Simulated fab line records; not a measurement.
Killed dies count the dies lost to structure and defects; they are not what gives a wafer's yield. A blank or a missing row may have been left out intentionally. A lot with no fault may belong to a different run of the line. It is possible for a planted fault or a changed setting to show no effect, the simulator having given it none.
fab line records	flow sky130
[record] lots = 12	wafers = 36	lastDay = 50
route steps=708 shown FIELD_ISO@18 VT_ADJUST_HVTP@89 VT_ADJUST_NCORE@127 PAD_OPEN@708
lots untouched by any fault: they come from a run of this same line in which no faults occurred
startH: the number of hours between the record's first day and the start of the first shown wafer of the lot	waitH: hours since the lot's step before	" identical to the entry in the row above	L1.1+2: a single row standing in for several wafers	- either no value or no given start	* or withheld: withheld	< > ~ a bound
route shown NAME@n: names a module that has steps shown in the file, with the first one's number in the route	usual: mean and standard deviation over wafers with no fault	same: alike in all rows	chamber/n: place in a boat	sites: readings site by site	_std_site: how widely they spread, as a standard deviation	_edge_site: outer sites' mean less inner sites'	radiusMm: for every site, how far away it sits from the centre of the wafer	mask NAME#n: copy n	behind: the most recent tool/chamber to have shaped the wafer	hold: why the lot went on hold/how many hours it stayed there/how the hold came to an end	device: names the non-switching transistor (n, p or np)	end of line: the tests these same wafers got at the end of their route	where a step has no rows: the recipe by itself	killed: at the first sort, the dies lost to defects and structure; wafer yield is something else	map: dies across one wafer; x = killed, . = not, _ = none there
set.NAME: the run value of the setting; set.NAME@STEP: its run value at that earlier step	model.NAME: the simulator's own value behind a step, which no gauge read
steps of the route over a sample of lots; a table a step, a row a wafer
services: when a tool's chamber went out of use (startH, in hours from the record's first day, below 0 if earlier), for how many hours, and the reason
[[steps]]
[step SKY_FIELD_ISO_ETCH_17]
[recipe] targetDepthA = 3420	maskMaterial = Si3N4	chemistry = HBr/Cl2/O2	target = Si	taperDeg = 5	icpW = 600	biasW = 150	pressureMtorr = 15	HBr_flow_sccm = 150	Cl2_flow_sccm = 40	O2_flow_sccm = 6	timeS = 97.7
[usual] O2_flow_sccm = 6.003/0.017	drypumpMotorCurrentA = 5.7/0.47	oesProductAu = 1.006/0.016	throttleValvePct = 25.653/0.013
lot.wafer	tool	chamber	startH	waitH	O2_flow_sccm	drypumpMotorCurrentA	oesProductAu	rfHoursCounterH	throttleValvePct
L812.1	rieSi-02	1	28.14	0.1	5.994	6.2	0.976	161	25.667
L812.4	"	2	"	"	6.006	5.6	1.007	153	25.645
L812.6	"	1	"	"	5.996	6.1	0.973	-	25.664
L813.1	rieSi-01	3	33.39	0.1	6.015	5.3	1.015	3	25.634
L813.3	"	1	"	"	6.016	5.8	1.019	158	25.656
L813.5	"	2	"	"	6.013	6.5	1.015	-	25.651
L816.4	rieSi-02	1	51.14	0.0	5.987	6.1	0.967	161	25.668
L816.5	"	1	"	"	5.983	6.1	0.966	-	25.660
L816.6	"	2	"	"	5.990	5.5	1.008	-	25.652
L817.1	rieSi-01	1	55.29	0.1	5.977	5.8	1.017	158	25.644
L817.2	"	2	"	"	5.992	6.5	1.022	17	25.627
L817.6	"	1	"	"	6.001	5.8	1.013	-	25.652
L818.3	rieSi-02	1	60.09	0.0	5.979	6.2	0.975	162	25.665
L818.4	"	3	"	"	6.004	4.9	0.980	125	25.669
L818.5	"	1	"	"	5.989	6.2	0.977	-	25.676
L820.1	rieSi-02	3	68.54	0.1	6.026	4.9	0.987	125	25.653
L820.4	"	0	"	"	6.028	5.9	0.998	-	25.656
L820.5	"	1	"	"	6.003	6.1	0.982	-	25.671
L821.1	rieSi-01	0	87.50	0.1	6.019	5.6	1.015	0	25.654
L821.2	"	2	"	"	6.023	6.5	1.025	17	25.630
L821.4	"	0	"	"	6.041	5.6	1.022	-	25.663
L824.2	rieSi-02	3	92.34	0.1	5.989	4.8	0.980	125	25.679
L824.4	"	2	"	"	6.004	5.6	1.020	-	25.655
L824.6	"	3	"	"	6.005	4.9	0.982	-	25.664
L827.1	rieSi-01	2	104.84	0.1	6.000	6.5	1.025	17	25.624
L827.3	"	1	"	"	6.008	5.8	0.999	0	25.659
L827.4	"	3	"	"	6.013	5.4	1.021	3	25.657
L831.1	rieSi-01	1	127.74	0.1	6.025	5.8	0.999	0	25.677
L831.4	"	2	"	"	5.978	6.5	1.018	17	25.655
L831.5	"	0	"	"	5.978	5.6	1.008	-	25.660
L833.2	rieSi-01	0	140.09	0.1	6.012	5.6	1.012	1	25.647
L833.3	"	3	"	"	5.995	5.3	1.019	4	25.649
L833.4	"	2	"	"	6.018	6.5	1.015	17	25.648
L834.1	rieSi-02	1	143.65	0.1	5.988	6.1	0.992	0	25.656
L834.5	"	3	"	"	5.999	4.9	0.993	-	25.675
L834.6	"	2	"	"	5.981	5.6	1.023	-	25.640
[step SKY_VT_ADJUST_HVTP_EXPOSE_04]
[recipe] maskId = HVTPM	na = 0.6	sourceShape = conventional	sigmaOuter = 0.6	polarization = unpolarized	targetCdNm = 380	doseMj = 140
[usual] focusOffsetNm = 0.0/0.51
[same] sigmaOuter = 0.6
lot.wafer	tool	chamber	startH	waitH	mask	focusOffsetNm
L812.1	ilineStepper-02	0	105.13	-	HVTPM#0	0.1
L812.4	"	0	"	"	HVTPM#0	-0.7
L812.6	"	0	"	"	HVTPM#0	-0.4
L813.1	ilineStepper-01	0	112.80	-	HVTPM#0	0.4
L813.3	"	0	"	"	HVTPM#0	-0.3
L813.5	"	0	"	"	HVTPM#0	0.4
L816.4	ilineStepper-02	0	136.19	-	HVTPM#0	-0.1
L816.5	"	0	"	"	HVTPM#0	0.3
L816.6	"	0	"	"	HVTPM#0	-1.0
L817.1	ilineStepper-02	0	140.78	-	HVTPM#0	0.1
L817.2	"	0	"	"	HVTPM#0	0.3
L817.6	"	0	"	"	HVTPM#0	0.3
L818.3	ilineStepper-02	0	150.56	-	HVTPM#0	0.5
L818.4	"	0	"	"	HVTPM#0	0.6
L818.5	"	0	"	"	HVTPM#0	0.4
L820.1	ilineStepper-02	0	158.75	-	HVTPM#0	-0.1
L820.4	"	0	"	"	HVTPM#0	-0.2
L820.5	"	0	"	"	HVTPM#0	0.5
L821.1	ilineStepper-02	0	178.93	-	HVTPM#0	-0.1
L821.2	"	0	"	"	HVTPM#0	-0.6
L821.4	"	0	"	"	HVTPM#0	0.0
L824.2	ilineStepper-01	0	191.69	-	HVTPM#0	0.4
L824.4	"	0	"	"	HVTPM#0	0.3
L824.6	"	0	"	"	HVTPM#0	-0.1
L827.1	ilineStepper-01	0	204.13	-	HVTPM#0	-0.4
L827.3	"	0	"	"	HVTPM#0	-0.4
L827.4	"	0	"	"	HVTPM#0	-1.1
L831.1	ilineStepper-01	0	231.65	-	HVTPM#0	-0.3
L831.4	"	0	"	"	HVTPM#0	-0.2
L831.5	"	0	"	"	HVTPM#0	-1.0
L833.2	ilineStepper-01	0	245.05	-	HVTPM#0	0.2
L833.3	"	0	"	"	HVTPM#0	-0.2
L833.4	"	0	"	"	HVTPM#0	0.2
L834.1	ilineStepper-01	0	252.67	-	HVTPM#0	-0.6
L834.5	"	0	"	"	HVTPM#0	-0.7
L834.6	"	0	"	"	HVTPM#0	-0.4
[step SKY_VT_ADJUST_HVTP_OVL_MEAS_08]
[usual] VT_ADJUST_HVTP_OVL = 0.1/1.2
lot.wafer	tool	chamber	startH	waitH	VT_ADJUST_HVTP_OVL[nm]
L812.1	overlay-02	-	114.30	0.1	1.0
L812.4	"	-	"	"	-0.2
L812.6	"	-	"	"	-1.6
L813.1	overlay-02	-	121.70	0.1	-1.8
L813.3	"	-	"	"	-0.4
L813.5	"	-	"	"	-0.8
L816.4	overlay-01	-	145.27	0.1	-0.9
L816.5	"	-	"	"	1.6
L816.6	"	-	"	"	1.2
L817.1	overlay-01	-	150.67	0.1	233.6
L817.2	"	-	"	"	232.5
L817.6	"	-	"	"	234.5
L818.3	overlay-01	-	160.55	0.1	233.9
L818.4	"	-	"	"	234.3
L818.5	"	-	"	"	233.4
L820.1	overlay-02	-	169.41	0.1	234.3
L820.4	"	-	"	"	233.9
L820.5	"	-	"	"	233.4
L821.1	overlay-01	-	188.89	0.1	234.1
L821.2	"	-	"	"	233.9
L821.4	"	-	"	"	233.3
L824.2	overlay-01	-	203.71	0.1	-0.5
L824.4	"	-	"	"	-0.8
L824.6	"	-	"	"	-1.9
L827.1	overlay-02	-	215.15	0.1	-0.1
L827.3	"	-	"	"	-0.4
L827.4	"	-	"	"	1.1
L831.1	overlay-01	-	242.65	0.1	1.5
L831.4	"	-	"	"	0.1
L831.5	"	-	"	"	1.5
L833.2	overlay-01	-	257.21	0.1	1.1
L833.3	"	-	"	"	-0.3
L833.4	"	-	"	"	0.4
L834.1	overlay-02	-	264.20	0.1	0.5
L834.5	"	-	"	"	-0.5
L834.6	"	-	"	"	-0.3
[step SKY_VT_ADJUST_HVTP_STRIP_10]
[recipe] chemistry = O2/N2	powerW = 1400	pressureMtorr = 1500	platenTempC = withheld	o2FlowSccm = 3000	n2FlowSccm = 300	overashFraction = 0.5
[usual] drypumpMotorCurrentA = 5.9/0.54	oesProductAu = 0.715/0.0042	stripTimeToEndpointS = 14.17/0.044
lot.wafer	tool	chamber	startH	waitH	drypumpMotorCurrentA	oesProductAu	rfHoursCounterH	stripTimeToEndpointS
L812.1	plasmaAsher-03	1	114.48	0.1	5.4	0.709	41	14.13
L812.4	"	0	"	"	5.8	0.722	-	14.14
L812.6	"	1	"	"	5.3	0.717	-	14.14
L813.1	plasmaAsher-03	0	121.88	0.1	5.8	0.715	42	14.20
L813.3	"	0	"	"	5.8	0.712	-	14.18
L813.5	"	0	"	"	5.8	0.720	-	14.16
L816.4	plasmaAsher-02	0	145.47	0.1	6.3	0.717	-	14.21
L816.5	"	0	"	"	6.3	0.709	-	14.24
L816.6	"	1	"	"	5.9	0.717	-	14.22
L817.1	plasmaAsher-04	0	150.85	0.1	6.8	0.719	33	14.13
L817.2	"	1	"	"	5.3	0.724	33	14.13
L817.6	"	1	"	"	5.3	0.711	-	14.11
L818.3	plasmaAsher-04	1	160.76	0.1	5.3	0.716	-	14.25
L818.4	"	0	"	"	6.8	0.717	-	14.20
L818.5	"	0	"	"	6.8	0.713	-	14.23
L820.1	plasmaAsher-04	1	169.60	0.1	5.3	0.712	35	14.16
L820.4	"	1	"	"	5.3	0.714	-	14.15
L820.5	"	1	"	"	5.3	0.709	-	14.18
L821.1	plasmaAsher-02	0	189.08	0.1	6.3	0.713	7	14.21
L821.2	"	1	"	"	5.9	0.719	7	14.19
L821.4	"	1	"	"	5.9	0.718	-	14.21
L824.2	plasmaAsher-02	0	203.89	0.1	6.3	0.713	8	14.12
L824.4	"	1	"	"	5.9	0.719	-	14.00
L824.6	"	0	"	"	6.3	0.717	-	14.09
L827.1	plasmaAsher-02	1	215.33	0.1	5.9	0.718	9	14.18
L827.3	"	0	"	"	6.3	0.713	-	14.19
L827.4	"	1	"	"	5.9	0.712	-	14.21
L831.1	plasmaAsher-04	0	242.84	0.1	6.8	0.712	42	14.16
L831.4	"	0	"	"	6.8	0.713	-	14.17
L831.5	"	1	"	"	5.3	0.712	-	14.21
L833.2	plasmaAsher-02	0	257.39	0.1	6.3	0.714	12	14.28
L833.3	"	1	"	"	5.9	0.713	-	14.23
L833.4	"	0	"	"	6.3	0.720	-	14.27
L834.1	plasmaAsher-04	1	264.39	0.1	5.2	0.716	45	14.15
L834.5	"	1	"	"	5.3	0.720	-	14.14
L834.6	"	0	"	"	6.8	0.711	-	14.13
[step SKY_VT_ADJUST_NCORE_OVL_MEAS_08]
[usual] VT_ADJUST_NCORE_OVL = 0.2/1.6
lot.wafer	tool	chamber	startH	waitH	VT_ADJUST_NCORE_OVL[nm]
L812.1	overlay-02	-	174.35	0.1	2.1
L812.4	"	-	"	"	2.4
L812.6	"	-	"	"	1.8
L813.1	overlay-02	-	182.90	0.1	1.3
L813.3	"	-	"	"	0.7
L813.5	"	-	"	"	1.9
L816.4	overlay-01	-	207.82	0.1	2.1
L816.5	"	-	"	"	1.0
L816.6	"	-	"	"	4.2
L817.1	overlay-01	-	216.65	0.1	-1.5
L817.2	"	-	"	"	-1.0
L817.6	"	-	"	"	-0.7
L818.3	overlay-01	-	229.32	0.1	0.4
L818.4	"	-	"	"	0.7
L818.5	"	-	"	"	0.0
L820.1	overlay-01	-	236.25	0.1	0.4
L820.4	"	-	"	"	0.3
L820.5	"	-	"	"	-0.4
L821.1	overlay-02	-	259.44	0.1	-1.6
L821.2	"	-	"	"	-1.0
L821.4	"	-	"	"	-0.6
L824.2	overlay-02	-	274.56	0.1	-2.0
L824.4	"	-	"	"	-2.3
L824.6	"	-	"	"	-2.9
L827.1	overlay-02	-	286.70	0.1	-1.5
L827.3	"	-	"	"	0.0
L827.4	"	-	"	"	-1.7
L831.1	overlay-01	-	318.41	0.1	2.0
L831.4	"	-	"	"	1.3
L831.5	"	-	"	"	1.4
L833.2	overlay-01	-	334.71	0.1	0.7
L833.3	"	-	"	"	0.2
L833.4	"	-	"	"	0.7
L834.1	overlay-02	-	342.50	0.1	-4.2
L834.5	"	-	"	"	-3.1
L834.6	"	-	"	"	-2.6
[step SKY_PAD_OPEN_PROBE_99]
[usual] killed_at_M0_to_M3 = 43/6.6	killed_at_M4_up = 3.2/1.9	killedAtContacts = 25/5.3	killedAtFrontEnd = 16/4.5	killedAtOther = 0.3/0.63	killedDies = 87/8.9	killedOnRim = 17/3.7	killedOpen = 48/7.9	killedShort = 39/5.3
[same] grossDies = 492	killedAtBackSide = 0
lot.wafer	tool	chamber	startH	waitH	killed_at_M0_to_M3	killed_at_M4_up	killedAtContacts	killedAtFrontEnd	killedAtOther	killedDies	killedOnRim	killedOpen	killedShort
L812.1	prober-01	-	1064.94	0.1	29	1	25	11	0	66	20	31	35
L812.4	prober-01	-	1065.09	0.2	44	4	18	14	0	80	17	31	49
L812.6	prober-01	-	1065.19	0.2	52	2	26	17	0	97	25	58	38
L813.1	prober-02	-	1077.04	0.1	39	6	26	14	0	85	14	36	49
L813.3	prober-02	-	1077.14	0.2	46	1	31	13	0	91	24	45	46
L813.5	prober-02	-	1077.24	0.2	47	4	21	8	0	80	14	40	40
L816.4	prober-01	-	1096.04	0.2	29	4	22	18	1	74	13	41	32
L816.5	prober-01	-	1096.09	0.2	49	4	21	18	2	94	10	54	38
L816.6	prober-01	-	1096.14	0.2	34	2	31	15	0	82	17	42	38
L817.1	prober-02	-	1107.39	0.1	38	1	28	107	1	175	35	41	42
L817.2	prober-02	-	1107.44	0.1	46	1	29	107	1	184	37	56	36
L817.6	prober-02	-	1107.64	0.2	46	3	18	126	0	193	42	40	38
L818.3	prober-01	-	1117.84	0.2	41	4	24	119	0	188	34	46	39
L818.4	prober-01	-	1117.89	0.2	46	3	19	120	0	188	36	49	38
L818.5	prober-01	-	1117.94	0.2	42	5	26	108	0	181	30	50	42
L820.1	prober-01	-	1119.24	0.1	40	5	22	117	1	185	35	47	37
L820.4	prober-01	-	1119.39	0.2	42	5	21	103	1	172	29	47	37
L820.5	prober-01	-	1119.44	0.2	42	3	17	103	0	165	32	46	32
L821.1	prober-02	-	1139.50	0.1	39	3	22	116	0	180	34	35	46
L821.2	prober-02	-	1139.55	0.1	44	3	18	117	0	182	33	43	34
L821.4	prober-02	-	1139.65	0.2	48	3	22	113	0	186	38	55	35
L824.2	prober-02	-	1154.15	0.1	32	3	8	13	1	57	8	26	30
L824.4	prober-02	-	1154.25	0.2	48	4	17	20	0	89	14	52	37
L824.6	prober-02	-	1154.35	0.2	53	0	19	16	0	88	18	54	34
L827.1	prober-02	-	1160.19	0.1	35	5	30	17	0	87	21	50	36
L827.3	prober-02	-	1160.29	0.2	55	3	22	25	0	105	28	57	46
L827.4	prober-02	-	1160.34	0.2	38	5	29	14	0	86	19	50	34
L831.1	prober-02	-	1179.98	0.1	49	1	24	15	0	89	16	47	42
L831.4	prober-02	-	1180.13	0.2	52	6	34	14	0	106	18	58	47
L831.5	prober-02	-	1180.18	0.2	50	0	27	20	0	97	15	58	37
L833.2	prober-02	-	1189.41	0.1	43	4	28	23	0	98	17	56	42
L833.3	prober-02	-	1189.46	0.2	42	2	29	27	1	101	16	65	36
L833.4	prober-02	-	1189.51	0.2	37	4	19	17	0	77	14	43	34
L834.1	prober-01	-	1193.00	0.1	49	2	24	15	0	90	20	48	42
L834.5	prober-01	-	1193.20	0.2	38	4	32	15	0	89	15	39	50
L834.6	prober-01	-	1193.25	0.2	50	5	22	23	0	100	18	50	50
// killed by level:class
L812.1 CONTACT:geometricParticle:open=8 LI_CONTACT:geometricParticle:open=5 CONTACT:geometricParticle:short=5 METAL2:geometricParticle:short=5 LOCAL_INTERCONNECT:geometricParticle:short=4 VIA1:geometricParticle:short=4 VIA1:geometricParticle:open=4 VIA3:geometricParticle:open=4
L812.4 VIA1:geometricParticle:short=10 VIA2:geometricParticle:open=8 METAL2:geometricParticle:short=8 VIA1:geometricParticle:open=7 FIELD_ISO:geometricParticle:short=5 METAL1:geometricParticle:short=5 LI_CONTACT:geometricParticle:short=4 LI_CONTACT:geometricParticle:open=4
L812.6 VIA2:geometricParticle:open=13 VIA1:geometricParticle:open=10 LI_CONTACT:geometricParticle:open=7 VIA3:geometricParticle:open=7 CONTACT:geometricParticle:open=7 FIELD_ISO:geometricParticle:open=5 LOCAL_INTERCONNECT:geometricParticle:short=5 VIA3:geometricParticle:short=4
L813.1 CONTACT:geometricParticle:open=10 VIA1:geometricParticle:open=9 METAL2:geometricParticle:short=8 LOCAL_INTERCONNECT:geometricParticle:short=7 METAL4:geometricParticle:short=6 VIA2:geometricParticle:open=5 FIELD_ISO:geometricParticle:short=4 POLY_GATE:geometricParticle:short=4
L813.3 CONTACT:geometricParticle:open=10 METAL1:geometricParticle:short=9 VIA1:geometricParticle:open=9 LI_CONTACT:geometricParticle:open=6 LOCAL_INTERCONNECT:geometricParticle:short=6 METAL2:geometricParticle:short=6 VIA2:geometricParticle:open=6 VIA3:geometricParticle:open=6
L813.5 VIA1:geometricParticle:open=8 VIA2:geometricParticle:open=8 METAL2:geometricParticle:short=8 METAL1:geometricParticle:short=7 LOCAL_INTERCONNECT:geometricParticle:short=6 CONTACT:geometricParticle:open=6 POLY_GATE:geometricParticle:short=5 VIA3:geometricParticle:open=5
L816.4 FIELD_ISO:geometricParticle:short=8 LI_CONTACT:geometricParticle:open=8 VIA1:geometricParticle:short=6 VIA1:geometricParticle:open=6 VIA3:geometricParticle:open=5 CONTACT:geometricParticle:short=5 CONTACT:geometricParticle:open=5 METAL2:geometricParticle:short=3
L816.5 VIA1:geometricParticle:open=13 VIA1:geometricParticle:short=9 VIA2:geometricParticle:open=9 FIELD_ISO:geometricParticle:open=8 LOCAL_INTERCONNECT:geometricParticle:short=7 CONTACT:geometricParticle:open=7 VIA3:geometricParticle:open=7 METAL1:geometricParticle:short=6
L816.6 CONTACT:geometricParticle:open=11 LI_CONTACT:geometricParticle:open=8 VIA3:geometricParticle:open=7 CONTACT:geometricParticle:short=6 FIELD_ISO:geometricParticle:short=4 VIA1:geometricParticle:open=4 POLY_GATE:geometricParticle:short=4 METAL1:geometricParticle:short=4
L817.1 VT_ADJUST_HVTP:overlay=92 CONTACT:geometricParticle:open=8 FIELD_ISO:geometricParticle:open=7 LI_CONTACT:geometricParticle:open=7 METAL1:geometricParticle:short=6 VIA3:geometricParticle:open=6 CONTACT:geometricParticle:short=5 VIA2:geometricParticle:short=5
L817.2 VT_ADJUST_HVTP:overlay=92 CONTACT:geometricParticle:open=13 VIA1:geometricParticle:open=12 LI_CONTACT:geometricParticle:open=7 FIELD_ISO:geometricParticle:open=6 VIA2:geometricParticle:open=6 METAL2:geometricParticle:short=6 VIA3:geometricParticle:open=4
L817.6 VT_ADJUST_HVTP:overlay=115 VIA1:geometricParticle:open=9 VIA3:geometricParticle:open=8 VIA2:geometricParticle:open=7 VIA1:geometricParticle:short=7 CONTACT:geometricParticle:short=5 CONTACT:geometricParticle:open=5 METAL2:geometricParticle:short=5
L818.3 VT_ADJUST_HVTP:overlay=103 VIA1:geometricParticle:open=10 FIELD_ISO:geometricParticle:short=7 CONTACT:geometricParticle:open=7 LI_CONTACT:geometricParticle:open=7 FIELD_ISO:geometricParticle:open=5 LOCAL_INTERCONNECT:geometricParticle:short=5 METAL1:geometricParticle:short=5
L818.4 VT_ADJUST_HVTP:overlay=101 VIA1:geometricParticle:open=11 VIA1:geometricParticle:short=8 CONTACT:geometricParticle:open=8 METAL2:geometricParticle:short=7 FIELD_ISO:geometricParticle:open=5 VIA2:geometricParticle:open=5 VIA3:geometricParticle:open=5
L818.5 VT_ADJUST_HVTP:overlay=89 CONTACT:geometricParticle:open=12 METAL1:geometricParticle:short=7 VIA1:geometricParticle:open=7 LI_CONTACT:geometricParticle:open=6 VIA3:geometricParticle:open=6 VIA3:geometricParticle:short=6 FIELD_ISO:geometricParticle:open=5
L820.1 VT_ADJUST_HVTP:overlay=101 VIA1:geometricParticle:open=9 CONTACT:geometricParticle:open=8 VIA3:geometricParticle:open=7 LI_CONTACT:geometricParticle:open=6 METAL1:geometricParticle:short=5 VIA2:geometricParticle:open=5 FIELD_ISO:geometricParticle:short=4
L820.4 VT_ADJUST_HVTP:overlay=88 VIA1:geometricParticle:open=8 CONTACT:geometricParticle:open=8 VIA3:geometricParticle:open=7 VIA2:geometricParticle:open=6 LI_CONTACT:geometricParticle:open=5 LOCAL_INTERCONNECT:geometricParticle:short=4 METAL1:geometricParticle:short=4
L820.5 VT_ADJUST_HVTP:overlay=87 VIA2:geometricParticle:open=11 CONTACT:geometricParticle:open=10 METAL1:geometricParticle:short=7 VIA1:geometricParticle:open=6 POLY_GATE:geometricParticle:short=5 POLY_GATE:geometricParticle:open=4 VIA1:geometricParticle:short=4
L821.1 VT_ADJUST_HVTP:overlay=99 VIA1:geometricParticle:open=8 FIELD_ISO:geometricParticle:short=6 VIA1:geometricParticle:short=6 LOCAL_INTERCONNECT:geometricParticle:short=5 CONTACT:geometricParticle:short=5 METAL1:geometricParticle:short=5 VIA3:geometricParticle:open=5
L821.2 VT_ADJUST_HVTP:overlay=105 VIA3:geometricParticle:open=12 CONTACT:geometricParticle:open=7 METAL1:geometricParticle:short=7 VIA2:geometricParticle:open=6 VIA1:geometricParticle:short=6 VIA1:geometricParticle:open=5 FIELD_ISO:geometricParticle:open=4
L821.4 VT_ADJUST_HVTP:overlay=96 VIA3:geometricParticle:open=14 VIA1:geometricParticle:open=10 LI_CONTACT:geometricParticle:open=8 METAL1:geometricParticle:short=7 VIA1:geometricParticle:short=7 POLY_GATE:geometricParticle:open=6 CONTACT:geometricParticle:open=6
L824.2 VIA1:geometricParticle:open=8 METAL1:geometricParticle:short=4 METAL2:geometricParticle:short=4 VIA2:geometricParticle:open=4 VIA3:geometricParticle:open=4 SONOS_ONO:geometricParticle:short=3 LI_CONTACT:geometricParticle:open=3 CONTACT:geometricParticle:short=3
L824.4 VIA1:geometricParticle:open=13 VIA2:geometricParticle:open=8 LI_CONTACT:geometricParticle:open=7 CONTACT:geometricParticle:open=7 METAL2:geometricParticle:short=5 FIELD_ISO:geometricParticle:open=4 SPACER:geometricParticle:short=4 VIA1:geometricParticle:short=4
L824.6 VIA3:geometricParticle:open=12 VIA1:geometricParticle:open=12 CONTACT:geometricParticle:open=8 POLY_GATE:geometricParticle:open=7 VIA1:geometricParticle:short=6 CONTACT:geometricParticle:short=5 METAL1:geometricParticle:short=4 METAL2:geometricParticle:short=4
L827.1 CONTACT:geometricParticle:open=11 FIELD_ISO:geometricParticle:open=7 LI_CONTACT:geometricParticle:open=7 VIA1:geometricParticle:open=6 VIA1:geometricParticle:short=6 CONTACT:geometricParticle:short=5 METAL2:geometricParticle:short=5 FIELD_ISO:geometricParticle:short=4
L827.3 VIA1:geometricParticle:open=10 VIA2:geometricParticle:open=9 VIA3:geometricParticle:open=9 FIELD_ISO:geometricParticle:open=8 FIELD_ISO:geometricParticle:short=7 CONTACT:geometricParticle:open=7 METAL2:geometricParticle:short=7 CONTACT:geometricParticle:short=6
L827.4 CONTACT:geometricParticle:open=13 METAL2:geometricParticle:short=7 LI_CONTACT:geometricParticle:open=6 POLY_GATE:geometricParticle:open=5 VIA1:geometricParticle:open=5 CONTACT:geometricParticle:short=5 VIA2:geometricParticle:open=5 FIELD_ISO:geometricParticle:open=4
L831.1 VIA1:geometricParticle:open=15 CONTACT:geometricParticle:open=8 LOCAL_INTERCONNECT:geometricParticle:short=7 LI_CONTACT:geometricParticle:open=6 POLY_GATE:geometricParticle:short=5 METAL1:geometricParticle:short=5 VIA2:geometricParticle:short=4 VIA1:geometricParticle:short=4
L831.4 VIA1:geometricParticle:open=13 LI_CONTACT:geometricParticle:open=10 CONTACT:geometricParticle:open=10 VIA1:geometricParticle:short=8 LOCAL_INTERCONNECT:geometricParticle:short=7 VIA3:geometricParticle:open=7 METAL2:geometricParticle:short=6 VIA2:geometricParticle:open=5
L831.5 VIA3:geometricParticle:open=15 LI_CONTACT:geometricParticle:open=11 VIA1:geometricParticle:open=9 METAL2:geometricParticle:short=8 VIA2:geometricParticle:open=7 CONTACT:geometricParticle:open=6 FIELD_ISO:geometricParticle:short=4 SPACER:geometricParticle:open=4
L833.2 CONTACT:geometricParticle:open=14 VIA1:geometricParticle:open=9 FIELD_ISO:geometricParticle:open=8 LI_CONTACT:geometricParticle:short=6 VIA2:geometricParticle:open=6 METAL2:geometricParticle:short=6 VIA3:geometricParticle:open=6 POLY_GATE:geometricParticle:short=5
L833.3 LI_CONTACT:geometricParticle:open=19 VIA1:geometricParticle:open=12 VIA2:geometricParticle:open=8 VIA3:geometricParticle:open=7 FIELD_ISO:geometricParticle:short=6 POLY_GATE:geometricParticle:short=6 CONTACT:geometricParticle:open=5 VIA1:geometricParticle:short=5
L833.4 VIA1:geometricParticle:open=11 CONTACT:geometricParticle:open=7 FIELD_ISO:geometricParticle:open=6 METAL1:geometricParticle:short=6 LI_CONTACT:geometricParticle:open=5 METAL2:geometricParticle:short=5 VIA2:geometricParticle:open=4 FIELD_ISO:geometricParticle:short=3
L834.1 CONTACT:geometricParticle:open=11 VIA1:geometricParticle:open=11 VIA1:geometricParticle:short=7 LI_CONTACT:geometricParticle:open=6 VIA2:geometricParticle:open=6 VIA2:geometricParticle:short=6 VIA3:geometricParticle:open=6 POLY_GATE:geometricParticle:short=5
L834.5 CONTACT:geometricParticle:open=10 CONTACT:geometricParticle:short=10 VIA1:geometricParticle:open=9 METAL2:geometricParticle:short=6 FIELD_ISO:geometricParticle:short=5 POLY_GATE:geometricParticle:short=5 LI_CONTACT:geometricParticle:open=5 VIA1:geometricParticle:short=5
L834.6 CONTACT:geometricParticle:open=10 VIA1:geometricParticle:short=8 METAL2:geometricParticle:short=7 FIELD_ISO:geometricParticle:open=7 VIA3:geometricParticle:open=7 VIA1:geometricParticle:open=6 FIELD_ISO:geometricParticle:short=5 POLY_GATE:geometricParticle:open=5
[[services]]
tool	chamber	startH	hours	kind
rieSi-01	0	43.90	-	clean
rieSi-01	0	43.90	24.9	scheduledDown
rieSi-01	0	43.90	24.9	ventCycle
rieSi-02	0	64.38	4.0	repair
rieSi-02	2	68.41	-	clean
rieSi-02	2	68.41	19.0	scheduledDown
rieSi-02	2	68.41	19.0	ventCycle
rieSi-01	1	68.77	-	clean
rieSi-01	1	68.77	22.2	scheduledDown
rieSi-01	1	68.77	22.2	ventCycle
plasmaAsher-04	-	69.01	2.2	repair
rieSi-02	1	70.77	18.4	repair
ilineStepper-02	0	72.27	-	calibration
rieSi-02	-	82.26	1.8	repair
plasmaAsher-02	-	108.75	9.0	pm
rieSi-01	2	130.38	8.6	repair
rieSi-01	-	141.79	0.2	repair
ilineStepper-01	-	157.06	1.7	pm
ilineStepper-02	-	166.13	4.4	pm
ilineStepper-02	-	202.24	2.1	pm
ilineStepper-02	-	204.32	1.7	pm
rieSi-02	-	209.06	0.4	repair
ilineStepper-01	-	209.56	0.8	repair
plasmaAsher-02	-	240.18	14.6	pm
[[key]]
[firstSign] step = SKY_VT_ADJUST_HVTP_OVL_MEAS_08	reading = VT_ADJUST_HVTP_OVL	direction = up	sigmas = 99+	usual = 0.1	struck = 233.8
[effect] step = SKY_PAD_OPEN_PROBE_99	reading = killedAtFrontEnd	direction = up	sigmas = 22	usual = 16	struck = 113
[moreKillsBornAt] SKY_VT_ADJUST_HVTP_EXPOSE_04@ilineStepper-02 = 1168
metAt SKY_VT_ADJUST_HVTP_EXPOSE_04
struckLots L817,L818,L820,L821
testerLeftOut L817,L818,L820,L821
notActingAt SKY_FIELD_ISO_ETCH_17,SKY_VT_ADJUST_HVTP_STRIP_10,SKY_VT_ADJUST_NCORE_OVL_MEAS_08
onsetBetween 136.19 140.78
[fault] kind = scannerMatchingOverlay	tool = ilineStepper-02	chamber = -	onsetH = 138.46	steps = SKY_VT_ADJUST_HVTP_EXPOSE_04	offset = 232.86
// testerLeftOut: of these lots the tester's yield and bins aren't shown, on N5 and GAA mostly nor the transistor test; their killed dies are dies lost to structure and defects alone, not to doping, threshold or leakage, so they don't give the yield
